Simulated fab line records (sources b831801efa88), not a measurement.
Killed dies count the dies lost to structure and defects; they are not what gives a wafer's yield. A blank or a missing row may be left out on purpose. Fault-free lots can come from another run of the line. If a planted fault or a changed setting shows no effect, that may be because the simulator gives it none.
Chamber matching | flow gf180mcu | GF_V2_CVD_02 on pecvd-01 has 3 sister chambers
The step deposits SiO2 from TEOS, target thk 850 nm, time 94.851 s. 6 wafers are shown with their chamber, then 8 later ones without.

== WAFERS PAIRED WITH THEIR CHAMBERS ==
wafer  | chamber | heater-power-w (W)
L089.2 | 1       | 794
L089.3 | 2       | 672
L089.4 | 1       | 870
L089.5 | 0       | 815
L089.6 | 2       | 703
L093.1 | 0       | 837

== WAFERS WITH NO CHAMBER GIVEN ==
wafer  | heater-power-w (W)
L093.2 | 662
L093.3 | 867
L093.4 | 700
L093.5 | 726
L093.6 | 665
L094.1 | 745
L094.4 | 709
L094.5 | 755

== WHICH CHAMBER EACH ONE RAN IN ==
wafer  | from the rows above          | in truth
L093.2 | 2                            | 2
L093.3 | can't be placed: 1 or 0      | 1
L093.4 | 2                            | 2
L093.5 | can't be placed: 2 or 0 or 1 | 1
L093.6 | 2                            | 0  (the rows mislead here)
L094.1 | can't be placed: 2 or 0 or 1 | 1
L094.4 | 2                            | 2
L094.5 | can't be placed: 2 or 0 or 1 | 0
3 of 8 placed correctly. Not placeable from these rows: 4 (in 4, the candidates include the true chamber). Placed wrongly: 1.
How it was worked out, from the rows above alone: a wafer's distance from a chamber is the root of the sum, over the readings, of the square of ((its reading less the chamber's mean) divided by the reading's scatter). If the next closest chamber is less than 2 further off than the closest, the wafer can't be placed; otherwise it belongs to the closest. Each chamber's mean is taken over the wafers shown for it. The scatter: the root of (the sum of the squares of (reading less its chamber's mean) over the shown wafers, divided by (wafers less chambers)).
